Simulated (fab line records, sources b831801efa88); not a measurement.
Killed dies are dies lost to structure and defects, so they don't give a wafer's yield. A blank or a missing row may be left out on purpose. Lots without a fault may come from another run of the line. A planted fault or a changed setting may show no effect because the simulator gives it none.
fab line records | flow sky130
record lots=5 wafers=15 last_day=50
route steps=708 shown LDD_P@260 LDD_HVN@267 LDD_HVP@278 LDD_LDN@289
lots that met no fault: from a run of the same line without faults
start_h: hours from the record's first day to the start of the lot's first wafer shown | wait_h: hours since the lot's step before | " the same as in the row above | L1.1+2: a row that stands for several wafers | - no value, or no start given | * or withheld: withheld | < > ~ a bound
route shown NAME@n: a module of which the file shows steps, and the number in the route of the first | usual: mean/standard deviation of fault-free wafers | same: alike in all rows | chamber/n: place in a boat | sites: the reading at each site | _std_site: their standard deviation | _edge_site: outer sites' mean less inner sites' | radius_mm: how far each site lies from the wafer's centre | mask NAME#n: copy n | behind: the tool/chamber that last shaped the wafer | hold: why the lot was held/for how many hours/how that ended | device: the transistor (n, p or np) that didn't switch | end of line: the same wafers' tests at the end of the route | a step without rows: its recipe alone | killed: dies lost to structure and defects at the first sort, not the wafer's yield | map: a wafer's dies, x killed, . not, _ none there
set.NAME: the setting as run; set.NAME@STEP: as run at that earlier step | model.NAME: the simulator's own value behind a step, which no gauge read
lots at some steps of the route; a table a step, a row a wafer
services: from which hour (start_h, from the record's first day; less than 0 if before it) a tool's chamber was out of use, for how many hours, and why
## steps
# step SKY_LDD_P_PEB_05
# recipe temp_c=withheld time_s=* resist=NOVOLAK
# usual chill_plate_temp_C=*
# columns lot.wafer tool chamber start_h wait_h chill_plate_temp_C
L082.1 litho_track-03 0 - - *
L082.2 " 0 " " *
L082.5 " 0 " " *
L089.3 litho_track-03 0 - - *
L089.4 " 0 " " *
L089.5 " 0 " " *
L091.1 litho_track-03 0 - - *
L091.4 " 0 " " *
L091.6 " 0 " " *
L093.3 litho_track-01 0 - - *
L093.4 " 0 " " *
L093.5 " 0 " " *
L096.1 litho_track-01 0 - - *
L096.2 " 0 " " *
L096.4 " 0 " " *
# step SKY_LDD_P_DEVELOP_06
# recipe resist=NOVOLAK developer=TMAH develop_time_s=60 dev_temp_c=23
# usual chill_plate_temp_C=23.02/0.11
# columns lot.wafer tool chamber start_h wait_h chill_plate_temp_C
L082.1 litho_track-03 0 507.32 0.1 23.12
L082.2 " 0 " " 23.08
L082.5 " 0 " " 22.95
L089.3 litho_track-03 0 567.01 0.1 23.03
L089.4 " 0 " " 23.08
L089.5 " 0 " " 22.99
L091.1 litho_track-03 0 583.16 0.1 23.02
L091.4 " 0 " " 22.96
L091.6 " 0 " " 23.03
L093.3 litho_track-01 0 590.63 0.1 23.31
L093.4 " 0 " " 23.09
L093.5 " 0 " " 23.12
L096.1 litho_track-01 0 628.43 0.1 23.17
L096.2 " 0 " " 23.15
L096.4 " 0 " " 23.08
# step SKY_LDD_P_CD_MEAS_07
# recipe target_cd_nm=380
# usual cd_nm=380.7/2.5
# columns lot.wafer tool chamber start_h wait_h cd_nm
L082.1 cd_sem-01 - 507.47 0.1 375.6
L082.2 " - " " 377.3
L082.5 " - " " 375.6
L089.3 cd_sem-02 - 567.15 0.1 381.6
L089.4 " - " " 381.7
L089.5 " - " " 382.2
L091.1 cd_sem-02 - 583.31 0.1 377.3
L091.4 " - " " 377.7
L091.6 " - " " 377.7
L093.3 cd_sem-01 - 590.77 0.1 385.4
L093.4 " - " " 383.8
L093.5 " - " " 385.5
L096.1 cd_sem-02 - 628.58 0.1 378.3
L096.2 " - " " 380.8
L096.4 " - " " 381.4
# step SKY_LDD_P_OVL_MEAS_08
# usual LDD_P_OVL=-0.2/1.2
# columns lot.wafer tool chamber start_h wait_h LDD_P_OVL[nm]
L082.1 overlay-02 - 507.59 0.1 -0.5
L082.2 " - " " -0.2
L082.5 " - " " 0.6
L089.3 overlay-02 - 567.25 0.1 -0.3
L089.4 " - " " 0.3
L089.5 " - " " 0.3
L091.1 overlay-02 - 583.43 0.1 2.0
L091.4 " - " " 1.2
L091.6 " - " " 2.4
L093.3 overlay-01 - 590.86 0.1 -1.2
L093.4 " - " " -1.8
L093.5 " - " " -1.4
L096.1 overlay-01 - 628.70 0.1 -3.7
L096.2 " - " " -1.9
L096.4 " - " " -3.0
# step SKY_LDD_P_IMPLANT_09
# recipe species=BF2 energy_kev=25 dose_cm2=1e+13 tilt_deg=withheld
# columns lot.wafer tool chamber start_h wait_h
L082.1+2+5 implanter-04 0 507.62 0.0
L089.3+4+5 implanter-01 0 567.32 0.1
L091.1+4+6 implanter-02 0 583.47 0.0
L093.3+4+5 implanter-02 0 590.93 0.1
L096.1+2+4 implanter-01 0 628.73 0.0
# step SKY_LDD_P_STRIP_10
# recipe chemistry=O2/N2 power_w=1400 pressure_mtorr=1500 platen_temp_c=withheld o2_flow_sccm=3000 n2_flow_sccm=300 overash_fraction=0.5
# usual drypump_motor_current_A=5.3/0.38 oes_product_au=0.715/0.0046 strip_time_to_endpoint_s=14.18/0.035
# columns lot.wafer tool chamber start_h wait_h drypump_motor_current_A oes_product_au rf_hours_counter_h strip_time_to_endpoint_s
L082.1 plasma_asher-03 1 507.77 0.1 5.3 0.712 82 14.14
L082.2 " 0 " " 6.1 0.707 82 14.14
L082.5 " 0 " " 6.1 0.721 - 14.17
L089.3 plasma_asher-02 0 567.45 0.1 4.9 0.719 - 14.17
L089.4 " 1 " " 5.7 0.721 - 14.19
L089.5 " 1 " " 5.7 0.720 - 14.19
L091.1 plasma_asher-01 1 583.62 0.1 5.0 0.717 16 14.15
L091.4 " 1 " " 5.0 0.719 - 14.22
L091.6 " 1 " " 5.0 0.712 - 14.18
L093.3 plasma_asher-02 0 591.07 0.1 4.9 0.712 - 14.22
L093.4 " 1 " " 5.6 0.714 - 14.20
L093.5 " 0 " " 4.9 0.718 - 14.20
L096.1 plasma_asher-01 1 628.88 0.1 5.0 0.709 20 14.17
L096.2 " 0 " " 5.1 0.717 20 14.11
L096.4 " 0 " " 5.1 0.711 - 14.13
# step SKY_LDD_P_TW_MEAS_11
# usual LDD_P_TW=635/3.6
# columns lot.wafer tool chamber start_h wait_h LDD_P_TW
L082.1 film_metro-01 - 507.87 0.1 629
L082.2 " - " " 629
L082.5 " - " " 632
L089.3 film_metro-01 - 567.54 0.1 635
L089.4 " - " " 636
L089.5 " - " " 635
L091.1 film_metro-03 - 583.72 0.1 632
L091.4 " - " " 633
L091.6 " - " " 635
L093.3 film_metro-03 - 591.15 0.1 632
L093.4 " - " " 634
L093.5 " - " " 629
L096.1 film_metro-03 - 628.98 0.1 636
L096.2 " - " " 632
L096.4 " - " " 636
# step SKY_LDD_HVN_DEHYDRATE_00
# recipe temp_c=200 time_s=60
# usual chill_plate_temp_C=23.00/0.091
# columns lot.wafer tool chamber start_h wait_h chill_plate_temp_C
L082.1 litho_track-03 0 522.07 14.2 22.93
L082.2 " 0 " " 23.05
L082.5 " 0 " " 22.92
L089.3 litho_track-01 0 582.18 14.6 22.94
L089.4 " 0 " " 22.98
L089.5 " 0 " " 23.09
L091.1 litho_track-01 0 598.13 14.4 23.06
L091.4 " 0 " " 23.01
L091.6 " 0 " " 22.96
L093.3 litho_track-03 0 605.22 14.1 22.89
L093.4 " 0 " " 23.03
L093.5 " 0 " " 22.81
L096.1 litho_track-03 0 642.96 14.0 22.87
L096.2 " 0 " " 23.05
L096.4 " 0 " " 22.95
# step SKY_LDD_HVN_HMDS_01
# recipe prime_time_s=60 prime_temp_c=120
# usual chill_plate_temp_C=22.98/0.11
# columns lot.wafer tool chamber start_h wait_h chill_plate_temp_C
L082.1 litho_track-03 0 522.22 0.1 22.95
L082.2 " 0 " " 22.85
L082.5 " 0 " " 22.82
L089.3 litho_track-01 0 582.33 0.1 23.03
L089.4 " 0 " " 22.79
L089.5 " 0 " " 23.12
L091.1 litho_track-01 0 598.28 0.1 22.98
L091.4 " 0 " " 22.89
L091.6 " 0 " " 22.95
L093.3 litho_track-03 0 605.37 0.1 22.85
L093.4 " 0 " " 22.95
L093.5 " 0 " " 22.85
L096.1 litho_track-03 0 643.11 0.1 23.17
L096.2 " 0 " " 22.96
L096.4 " 0 " " 23.07
# step SKY_LDD_HVN_COAT_02
# recipe resist=NOVOLAK spin_rpm=3000 resist_thk_nm=300
# usual chill_plate_temp_C=23.00/0.11 spin_speed_rpm=3000.2/2
# columns lot.wafer tool chamber start_h wait_h chill_plate_temp_C spin_speed_rpm
L082.1 litho_track-03 0 522.37 0.1 22.97 2999.2
L082.2 " 0 " " 23.03 2997.5
L082.5 " 0 " " 22.93 2999.5
L089.3 litho_track-01 0 582.48 0.1 23.17 3001.8
L089.4 " 0 " " 23.02 2998.6
L089.5 " 0 " " 23.19 3000.1
L091.1 litho_track-01 0 598.43 0.1 22.99 3001.6
L091.4 " 0 " " 23.02 2997.9
L091.6 " 0 " " 22.96 2999.3
L093.3 litho_track-03 0 605.52 0.1 23.10 3003.1
L093.4 " 0 " " 22.85 3001.6
L093.5 " 0 " " 23.10 2999.9
L096.1 litho_track-03 0 643.26 0.1 22.98 3000.2
L096.2 " 0 " " 23.22 2998.3
L096.4 " 0 " " 23.08 2999.2
# step SKY_LDD_HVN_SOFTBAKE_03
# recipe temp_c=90 time_s=60 resist=NOVOLAK
# usual chill_plate_temp_C=22.99/0.096
# columns lot.wafer tool chamber start_h wait_h chill_plate_temp_C
L082.1 litho_track-03 0 522.52 0.1 23.03
L082.2 " 0 " " 22.86
L082.5 " 0 " " 22.90
L089.3 litho_track-01 0 582.63 0.1 22.83
L089.4 " 0 " " 23.05
L089.5 " 0 " " 22.90
L091.1 litho_track-01 0 598.58 0.1 23.25
L091.4 " 0 " " 23.14
L091.6 " 0 " " 23.11
L093.3 litho_track-03 0 605.67 0.1 23.18
L093.4 " 0 " " 22.90
L093.5 " 0 " " 22.96
L096.1 litho_track-03 0 643.41 0.1 22.92
L096.2 " 0 " " 22.93
L096.4 " 0 " " 22.99
# step SKY_LDD_HVN_EXPOSE_04
# recipe mask_id=HVNTM na=0.6 source_shape=conventional sigma_outer=0.6 polarization=unpolarized target_cd_nm=700 dose_mj=127
# columns lot.wafer tool chamber start_h wait_h mask
L082.1+2+5 iline_stepper-01 0 - - HVNTM#0
L089.3+4+5 iline_stepper-02 0 - - HVNTM#0
L091.1+4+6 iline_stepper-01 0 - - HVNTM#0
L093.3+4+5 iline_stepper-02 0 - - HVNTM#0
L096.1+2+4 iline_stepper-02 0 - - HVNTM#0
# step SKY_LDD_HVN_PEB_05
# recipe temp_c=withheld time_s=* resist=NOVOLAK
# usual chill_plate_temp_C=*
# columns lot.wafer tool chamber start_h wait_h chill_plate_temp_C
L082.1 litho_track-03 0 - - *
L082.2 " 0 " " *
L082.5 " 0 " " *
L089.3 litho_track-02 0 - - *
L089.4 " 0 " " *
L089.5 " 0 " " *
L091.1 litho_track-02 0 - - *
L091.4 " 0 " " *
L091.6 " 0 " " *
L093.3 litho_track-03 0 - - *
L093.4 " 0 " " *
L093.5 " 0 " " *
L096.1 litho_track-02 0 - - *
L096.2 " 0 " " *
L096.4 " 0 " " *
# step SKY_LDD_HVN_DEVELOP_06
# recipe resist=NOVOLAK developer=TMAH develop_time_s=60 dev_temp_c=23
# usual chill_plate_temp_C=22.99/0.11
# columns lot.wafer tool chamber start_h wait_h chill_plate_temp_C
L082.1 litho_track-03 0 536.87 0.1 23.00
L082.2 " 0 " " 22.97
L082.5 " 0 " " 23.12
L089.3 litho_track-02 0 597.51 0.1 23.11
L089.4 " 0 " " 23.06
L089.5 " 0 " " 22.89
L091.1 litho_track-02 0 612.81 0.1 22.79
L091.4 " 0 " " 23.02
L091.6 " 0 " " 22.86
L093.3 litho_track-03 0 619.56 0.1 23.06
L093.4 " 0 " " 22.99
L093.5 " 0 " " 23.09
L096.1 litho_track-02 0 657.36 0.1 22.97
L096.2 " 0 " " 22.96
L096.4 " 0 " " 23.00
# step SKY_LDD_HVN_OVL_MEAS_07
# usual LDD_HVN_OVL=-0.2/1.2
# columns lot.wafer tool chamber start_h wait_h LDD_HVN_OVL[nm]
L082.1 overlay-01 - 537.02 0.1 -1.0
L082.2 " - " " -0.7
L082.5 " - " " 0.5
L089.3 overlay-01 - 597.63 0.1 -0.6
L089.4 " - " " -0.4
L089.5 " - " " -0.2
L091.1 overlay-02 - 612.96 0.1 0.5
L091.4 " - " " -0.4
L091.6 " - " " 0.5
L093.3 overlay-02 - 619.68 0.1 -0.9
L093.4 " - " " -0.4
L093.5 " - " " 0.0
L096.1 overlay-01 - 657.51 0.1 -0.5
L096.2 " - " " -0.4
L096.4 " - " " 0.6
# step SKY_LDD_HVN_IMPLANT_08
# recipe species=P energy_kev=60 dose_cm2=3e+13 tilt_deg=40
# columns lot.wafer tool chamber start_h wait_h
L082.1+2+5 implanter-01 0 537.05 0.0
L089.3+4+5 implanter-04 0 597.70 0.1
L091.1+4+6 implanter-04 0 613.00 0.0
L093.3+4+5 implanter-01 0 619.75 0.1
L096.1+2+4 implanter-01 0 657.55 0.0
# step SKY_LDD_HVN_STRIP_09
# recipe chemistry=O2/N2 power_w=1400 pressure_mtorr=1500 platen_temp_c=withheld o2_flow_sccm=3000 n2_flow_sccm=300 overash_fraction=0.5
# usual drypump_motor_current_A=5.4/0.35 oes_product_au=0.409/0.0051 strip_time_to_endpoint_s=4.135/0.016
# columns lot.wafer tool chamber start_h wait_h drypump_motor_current_A oes_product_au rf_hours_counter_h strip_time_to_endpoint_s
L082.1 plasma_asher-04 1 537.20 0.1 5.4 0.404 35 4.150
L082.2 " 0 " " 5.1 0.413 35 4.133
L082.5 " 1 " " 5.4 0.408 - 4.161
L089.3 plasma_asher-04 0 597.83 0.1 5.1 0.413 - 4.137
L089.4 " 1 " " 5.4 0.398 - 4.123
L089.5 " 0 " " 5.1 0.404 - 4.119
L091.1 plasma_asher-02 1 613.15 0.1 5.7 0.412 81 4.106
L091.4 " 0 " " 4.9 0.404 - 4.127
L091.6 " 0 " " 4.9 0.408 - 4.124
L093.3 plasma_asher-04 0 619.88 0.1 5.1 0.418 - 4.147
L093.4 " 1 " " 5.4 0.416 - 4.138
L093.5 " 1 " " 5.4 0.410 - 4.145
L096.1 plasma_asher-03 0 657.70 0.1 6.1 0.408 97 4.133
L096.2 " 1 " " 5.3 0.403 97 4.148
L096.4 " 1 " " 5.3 0.403 - 4.134
# step SKY_LDD_HVN_TW_MEAS_10
# usual LDD_HVN_TW=1435/7.3
# columns lot.wafer tool chamber start_h wait_h LDD_HVN_TW
L082.1 film_metro-02 - 537.30 0.1 1446
L082.2 " - " " 1444
L082.5 " - " " 1444
L089.3 film_metro-02 - 597.92 0.1 1427
L089.4 " - " " 1428
L089.5 " - " " 1436
L091.1 film_metro-03 - 613.25 0.1 1448
L091.4 " - " " 1453
L091.6 " - " " 1445
L093.3 film_metro-02 - 619.97 0.1 1433
L093.4 " - " " 1432
L093.5 " - " " 1439
L096.1 film_metro-03 - 657.80 0.1 1423
L096.2 " - " " 1423
L096.4 " - " " 1431
# step SKY_LDD_HVP_DEHYDRATE_00
# recipe temp_c=200 time_s=60
# usual chill_plate_temp_C=23.01/0.1
# columns lot.wafer tool chamber start_h wait_h chill_plate_temp_C
L082.1 litho_track-02 0 551.41 14.1 22.98
L082.2 " 0 " " 23.08
L082.5 " 0 " " 22.95
L089.3 litho_track-03 0 612.21 14.3 22.97
L089.4 " 0 " " 22.87
L089.5 " 0 " " 22.85
L091.1 litho_track-03 0 627.31 14.1 23.08
L091.4 " 0 " " 23.14
L091.6 " 0 " " 23.08
L093.3 litho_track-03 0 633.76 13.8 22.88
L093.4 " 0 " " 22.99
L093.5 " 0 " " 23.05
L096.1 litho_track-02 0 671.01 13.2 22.95
L096.2 " 0 " " 23.07
L096.4 " 0 " " 23.00
# step SKY_LDD_HVP_HMDS_01
# recipe prime_time_s=60 prime_temp_c=120
# usual chill_plate_temp_C=23.01/0.096
# columns lot.wafer tool chamber start_h wait_h chill_plate_temp_C
L082.1 litho_track-02 0 551.56 0.1 22.94
L082.2 " 0 " " 23.14
L082.5 " 0 " " 23.09
L089.3 litho_track-03 0 612.36 0.1 22.90
L089.4 " 0 " " 23.07
L089.5 " 0 " " 23.09
L091.1 litho_track-03 0 627.46 0.1 22.98
L091.4 " 0 " " 23.16
L091.6 " 0 " " 22.98
L093.3 litho_track-03 0 633.91 0.1 22.84
L093.4 " 0 " " 22.90
L093.5 " 0 " " 22.98
L096.1 litho_track-02 0 671.16 0.1 23.13
L096.2 " 0 " " 23.11
L096.4 " 0 " " 23.13
# step SKY_LDD_HVP_COAT_02
# recipe resist=NOVOLAK spin_rpm=3000 resist_thk_nm=300
# usual chill_plate_temp_C=23.01/0.11 spin_speed_rpm=3000.3/1.9
# columns lot.wafer tool chamber start_h wait_h chill_plate_temp_C spin_speed_rpm
L082.1 litho_track-02 0 551.71 0.1 23.13 3000.6
L082.2 " 0 " " 22.91 3001.8
L082.5 " 0 " " 23.11 2999.9
L089.3 litho_track-03 0 612.51 0.1 22.71 2999.4
L089.4 " 0 " " 22.83 3002.7
L089.5 " 0 " " 22.86 2999.3
L091.1 litho_track-03 0 627.61 0.1 23.19 3004.1
L091.4 " 0 " " 23.05 3001.0
L091.6 " 0 " " 22.97 2999.8
L093.3 litho_track-03 0 634.06 0.1 23.02 3001.0
L093.4 " 0 " " 22.92 2998.8
L093.5 " 0 " " 23.06 2998.8
L096.1 litho_track-02 0 671.31 0.1 23.03 2999.5
L096.2 " 0 " " 22.94 2996.3
L096.4 " 0 " " 22.85 2999.4
# step SKY_LDD_HVP_SOFTBAKE_03
# recipe temp_c=90 time_s=60 resist=NOVOLAK
# usual chill_plate_temp_C=22.99/0.1
# columns lot.wafer tool chamber start_h wait_h chill_plate_temp_C
L082.1 litho_track-02 0 551.86 0.1 23.05
L082.2 " 0 " " 23.06
L082.5 " 0 " " 22.90
L089.3 litho_track-03 0 612.66 0.1 23.00
L089.4 " 0 " " 23.06
L089.5 " 0 " " 23.06
L091.1 litho_track-03 0 627.76 0.1 22.97
L091.4 " 0 " " 23.05
L091.6 " 0 " " 22.93
L093.3 litho_track-03 0 634.21 0.1 22.83
L093.4 " 0 " " 22.97
L093.5 " 0 " " 22.89
L096.1 litho_track-02 0 671.46 0.1 23.01
L096.2 " 0 " " 23.09
L096.4 " 0 " " 23.25
# step SKY_LDD_HVP_EXPOSE_04
# recipe mask_id=HVPTM na=0.6 source_shape=conventional sigma_outer=0.6 polarization=unpolarized target_cd_nm=700 dose_mj=86
# columns lot.wafer tool chamber start_h wait_h mask
L082.1+2+5 iline_stepper-01 0 - - HVPTM#0
L089.3+4+5 iline_stepper-01 0 - - HVPTM#0
L091.1+4+6 iline_stepper-02 0 - - HVPTM#0
L093.3+4+5 iline_stepper-02 0 - - HVPTM#0
L096.1+2+4 iline_stepper-01 0 - - HVPTM#0
# step SKY_LDD_HVP_PEB_05
# recipe temp_c=withheld time_s=* resist=NOVOLAK
# usual chill_plate_temp_C=*
# columns lot.wafer tool chamber start_h wait_h chill_plate_temp_C
L082.1 litho_track-04 0 - - *
L082.2 " 0 " " *
L082.5 " 0 " " *
L089.3 litho_track-04 0 - - *
L089.4 " 0 " " *
L089.5 " 0 " " *
L091.1 litho_track-02 0 - - *
L091.4 " 0 " " *
L091.6 " 0 " " *
L093.3 litho_track-02 0 - - *
L093.4 " 0 " " *
L093.5 " 0 " " *
L096.1 litho_track-04 0 - - *
L096.2 " 0 " " *
L096.4 " 0 " " *
# step SKY_LDD_HVP_DEVELOP_06
# recipe resist=NOVOLAK developer=TMAH develop_time_s=60 dev_temp_c=23
# usual chill_plate_temp_C=23.01/0.1
# columns lot.wafer tool chamber start_h wait_h chill_plate_temp_C
L082.1 litho_track-04 0 566.41 0.1 22.85
L082.2 " 0 " " 23.06
L082.5 " 0 " " 22.95
L089.3 litho_track-04 0 627.01 0.1 23.13
L089.4 " 0 " " 23.17
L089.5 " 0 " " 23.10
L091.1 litho_track-02 0 641.71 0.1 23.05
L091.4 " 0 " " 23.04
L091.6 " 0 " " 23.05
L093.3 litho_track-02 0 647.91 0.1 23.03
L093.4 " 0 " " 23.10
L093.5 " 0 " " 23.11
L096.1 litho_track-04 0 685.21 0.1 23.01
L096.2 " 0 " " 23.04
L096.4 " 0 " " 22.98
# step SKY_LDD_HVP_OVL_MEAS_07
# usual LDD_HVP_OVL=-0.6/1.3
# columns lot.wafer tool chamber start_h wait_h LDD_HVP_OVL[nm]
L082.1 overlay-02 - 566.56 0.1 0.9
L082.2 " - " " -0.3
L082.5 " - " " 1.2
L089.3 overlay-01 - 627.12 0.1 1.4
L089.4 " - " " 2.0
L089.5 " - " " 1.3
L091.1 overlay-02 - 641.86 0.1 -0.3
L091.4 " - " " -2.7
L091.6 " - " " -0.3
L093.3 overlay-02 - 648.03 0.1 -0.7
L093.4 " - " " 0.2
L093.5 " - " " -0.4
L096.1 overlay-02 - 685.36 0.1 -1.5
L096.2 " - " " 1.0
L096.4 " - " " 0.8
# step SKY_LDD_HVP_IMPLANT_08
# recipe species=B energy_kev=20 dose_cm2=1.7e+13 tilt_deg=17.9
# columns lot.wafer tool chamber start_h wait_h
L082.1+2+5 implanter-03 0 566.59 0.0
L089.3+4+5 implanter-04 0 627.19 0.1
L091.1+4+6 implanter-03 0 641.90 0.0
L093.3+4+5 implanter-04 0 648.10 0.1
L096.1+2+4 implanter-04 0 685.39 0.0
# step SKY_LDD_HVP_STRIP_09
# recipe chemistry=O2/N2 power_w=1400 pressure_mtorr=1500 platen_temp_c=withheld o2_flow_sccm=3000 n2_flow_sccm=300 overash_fraction=0.5
# usual drypump_motor_current_A=5.4/0.37 oes_product_au=0.408/0.0047 strip_time_to_endpoint_s=4.137/0.012
# columns lot.wafer tool chamber start_h wait_h drypump_motor_current_A oes_product_au rf_hours_counter_h strip_time_to_endpoint_s
L082.1 plasma_asher-01 0 566.74 0.1 5.1 0.410 14 4.154
L082.2 " 1 " " 5.0 0.410 14 4.139
L082.5 " 1 " " 5.0 0.409 - 4.142
L089.3 plasma_asher-01 0 627.33 0.1 5.1 0.408 - 4.128
L089.4 " 1 " " 5.0 0.406 - 4.123
L089.5 " 1 " " 5.0 0.413 - 4.139
L091.1 plasma_asher-01 1 642.05 0.1 5.0 0.416 22 4.140
L091.4 " 0 " " 5.1 0.413 - 4.146
L091.6 " 1 " " 5.0 0.409 - 4.131
L093.3 plasma_asher-03 1 648.23 0.1 5.3 0.412 - 4.140
L093.4 " 0 " " 6.1 0.399 - 4.113
L093.5 " 1 " " 5.3 0.410 - 4.145
L096.1 plasma_asher-03 0 685.54 0.1 6.1 0.412 100 4.149
L096.2 " 1 " " 5.3 0.406 100 4.152
L096.4 " 1 " " 5.4 0.410 - 4.112
# step SKY_LDD_HVP_TW_MEAS_10
# usual LDD_HVP_TW=455.8/2.3
# columns lot.wafer tool chamber start_h wait_h LDD_HVP_TW
L082.1 film_metro-04 - 566.84 0.1 459.2
L082.2 " - " " 458.7
L082.5 " - " " 456.2
L089.3 film_metro-01 - 627.41 0.1 454.5
L089.4 " - " " 452.6
L089.5 " - " " 452.5
L091.1 film_metro-01 - 642.15 0.1 451.4
L091.4 " - " " 449.5
L091.6 " - " " 454.0
L093.3 film_metro-04 - 648.32 0.1 457.6
L093.4 " - " " 456.6
L093.5 " - " " 455.2
L096.1 film_metro-02 - 685.64 0.1 457.4
L096.2 " - " " 459.2
L096.4 " - " " 458.9
# step SKY_LDD_LDN_DEHYDRATE_00
# recipe temp_c=200 time_s=60
# usual chill_plate_temp_C=22.99/0.11
# columns lot.wafer tool chamber start_h wait_h chill_plate_temp_C
L082.1 litho_track-04 0 581.51 14.7 23.00
L082.2 " 0 " " 22.90
L082.5 " 0 " " 22.82
L089.3 litho_track-01 0 640.58 13.2 23.17
L089.4 " 0 " " 22.96
L089.5 " 0 " " 23.17
L091.1 litho_track-02 0 655.66 13.5 23.08
L091.4 " 0 " " 22.93
L091.6 " 0 " " 23.00
L093.3 litho_track-01 0 661.78 13.4 22.99
L093.4 " 0 " " 23.07
L093.5 " 0 " " 23.11
L096.1 litho_track-01 0 698.63 13.0 23.03
L096.2 " 0 " " 23.05
L096.4 " 0 " " 22.96
# step SKY_LDD_LDN_HMDS_01
# recipe prime_time_s=60 prime_temp_c=120
# usual chill_plate_temp_C=23.00/0.1
# columns lot.wafer tool chamber start_h wait_h chill_plate_temp_C
L082.1 litho_track-04 0 581.66 0.1 23.00
L082.2 " 0 " " 23.08
L082.5 " 0 " " 23.03
L089.3 litho_track-01 0 640.73 0.1 22.92
L089.4 " 0 " " 23.09
L089.5 " 0 " " 23.04
L091.1 litho_track-02 0 655.81 0.1 23.02
L091.4 " 0 " " 22.91
L091.6 " 0 " " 22.91
L093.3 litho_track-01 0 661.93 0.1 23.02
L093.4 " 0 " " 23.01
L093.5 " 0 " " 23.14
L096.1 litho_track-01 0 698.78 0.1 22.82
L096.2 " 0 " " 23.02
L096.4 " 0 " " 23.04
# step SKY_LDD_LDN_COAT_02
# recipe resist=NOVOLAK spin_rpm=3000 resist_thk_nm=1140
# usual chill_plate_temp_C=23.01/0.11 spin_speed_rpm=3000.0/1.9
# columns lot.wafer tool chamber start_h wait_h chill_plate_temp_C spin_speed_rpm
L082.1 litho_track-04 0 581.81 0.1 23.20 3003.4
L082.2 " 0 " " 22.89 2999.2
L082.5 " 0 " " 23.09 3000.8
L089.3 litho_track-01 0 640.88 0.1 23.01 3000.5
L089.4 " 0 " " 23.01 3002.2
L089.5 " 0 " " 23.02 3000.2
L091.1 litho_track-02 0 655.96 0.1 22.84 3000.0
L091.4 " 0 " " 22.76 3000.4
L091.6 " 0 " " 22.92 3002.2
L093.3 litho_track-01 0 662.08 0.1 22.77 3001.6
L093.4 " 0 " " 22.96 2998.0
L093.5 " 0 " " 23.00 3000.6
L096.1 litho_track-01 0 698.93 0.1 23.00 2998.4
L096.2 " 0 " " 23.07 2996.0
L096.4 " 0 " " 22.96 2998.3
# step SKY_LDD_LDN_SOFTBAKE_03
# recipe temp_c=90 time_s=60 resist=NOVOLAK
# usual chill_plate_temp_C=23.01/0.099
# columns lot.wafer tool chamber start_h wait_h chill_plate_temp_C
L082.1 litho_track-04 0 581.96 0.1 23.04
L082.2 " 0 " " 22.87
L082.5 " 0 " " 23.02
L089.3 litho_track-01 0 641.03 0.1 22.89
L089.4 " 0 " " 22.91
L089.5 " 0 " " 23.04
L091.1 litho_track-02 0 656.11 0.1 22.97
L091.4 " 0 " " 23.25
L091.6 " 0 " " 23.09
L093.3 litho_track-01 0 662.23 0.1 23.02
L093.4 " 0 " " 22.85
L093.5 " 0 " " 22.85
L096.1 litho_track-01 0 699.08 0.1 23.12
L096.2 " 0 " " 23.12
L096.4 " 0 " " 23.18
# step SKY_LDD_LDN_EXPOSE_04
# recipe mask_id=LDNTM na=0.6 source_shape=conventional sigma_outer=0.6 polarization=unpolarized target_cd_nm=700 dose_mj=140
# columns lot.wafer tool chamber start_h wait_h mask
L082.1+2+5 iline_stepper-02 0 - - LDNTM#0
L089.3+4+5 iline_stepper-02 0 - - LDNTM#0
L091.1+4+6 iline_stepper-02 0 - - LDNTM#0
L093.3+4+5 iline_stepper-02 0 - - LDNTM#0
L096.1+2+4 iline_stepper-02 0 - - LDNTM#0
# step SKY_LDD_LDN_PEB_05
# recipe temp_c=withheld time_s=* resist=NOVOLAK
# usual chill_plate_temp_C=*
# columns lot.wafer tool chamber start_h wait_h chill_plate_temp_C
L082.1 litho_track-02 0 - - *
L082.2 " 0 " " *
L082.5 " 0 " " *
L089.3 litho_track-04 0 - - *
L089.4 " 0 " " *
L089.5 " 0 " " *
L091.1 litho_track-02 0 - - *
L091.4 " 0 " " *
L091.6 " 0 " " *
L093.3 litho_track-02 0 - - *
L093.4 " 0 " " *
L093.5 " 0 " " *
L096.1 litho_track-04 0 - - *
L096.2 " 0 " " *
L096.4 " 0 " " *
# step SKY_LDD_LDN_DEVELOP_06
# recipe resist=NOVOLAK developer=TMAH develop_time_s=60 dev_temp_c=23
# usual chill_plate_temp_C=23.00/0.11
# columns lot.wafer tool chamber start_h wait_h chill_plate_temp_C
L082.1 litho_track-02 0 596.81 0.1 22.98
L082.2 " 0 " " 23.11
L082.5 " 0 " " 23.15
L089.3 litho_track-04 0 654.96 0.1 23.09
L089.4 " 0 " " 23.08
L089.5 " 0 " " 23.07
L091.1 litho_track-02 0 669.46 0.1 22.87
L091.4 " 0 " " 22.78
L091.6 " 0 " " 22.86
L093.3 litho_track-02 0 675.91 0.1 23.07
L093.4 " 0 " " 22.94
L093.5 " 0 " " 23.14
L096.1 litho_track-04 0 713.26 0.1 22.99
L096.2 " 0 " " 22.82
L096.4 " 0 " " 22.83
# step SKY_LDD_LDN_OVL_MEAS_07
# usual LDD_LDN_OVL=0.1/1.5
# columns lot.wafer tool chamber start_h wait_h LDD_LDN_OVL[nm]
L082.1 overlay-02 - 596.96 0.1 -3.5
L082.2 " - " " -3.2
L082.5 " - " " -2.8
L089.3 overlay-02 - 655.07 0.1 1.1
L089.4 " - " " 0.8
L089.5 " - " " -0.9
L091.1 overlay-02 - 669.61 0.1 0.7
L091.4 " - " " 1.3
L091.6 " - " " 0.1
L093.3 overlay-02 - 676.03 0.1 0.9
L093.4 " - " " 0.7
L093.5 " - " " -0.1
L096.1 overlay-01 - 713.41 0.1 0.5
L096.2 " - " " 0.0
L096.4 " - " " 0.6
## services
# columns tool chamber start_h hours kind
implanter-02 - 483.23 3.7 repair
implanter-02 - 486.43 0.5 repair
iline_stepper-01 - 496.48 1.7 pm
plasma_asher-02 - 497.82 1.4 repair
plasma_asher-04 - 504.01 0.9 repair
implanter-03 - 517.87 2.8 repair
implanter-04 - 522.90 3.7 pm
implanter-03 - 553.14 3.1 repair
implanter-03 - 570.01 29.9 pm
iline_stepper-01 - 580.70 2.1 pm
iline_stepper-01 - 582.78 - consumable_replace:lamp
implanter-02 - 626.88 1.4 repair
plasma_asher-02 - 661.57 6.3 repair
implanter-02 - 666.09 10.0 repair
iline_stepper-02 - 667.04 5.3 repair
iline_stepper-02 - 674.89 1.7 pm
implanter-01 - 678.25 6.1 pm
plasma_asher-03 - 712.16 11.0 repair
## key
fault none
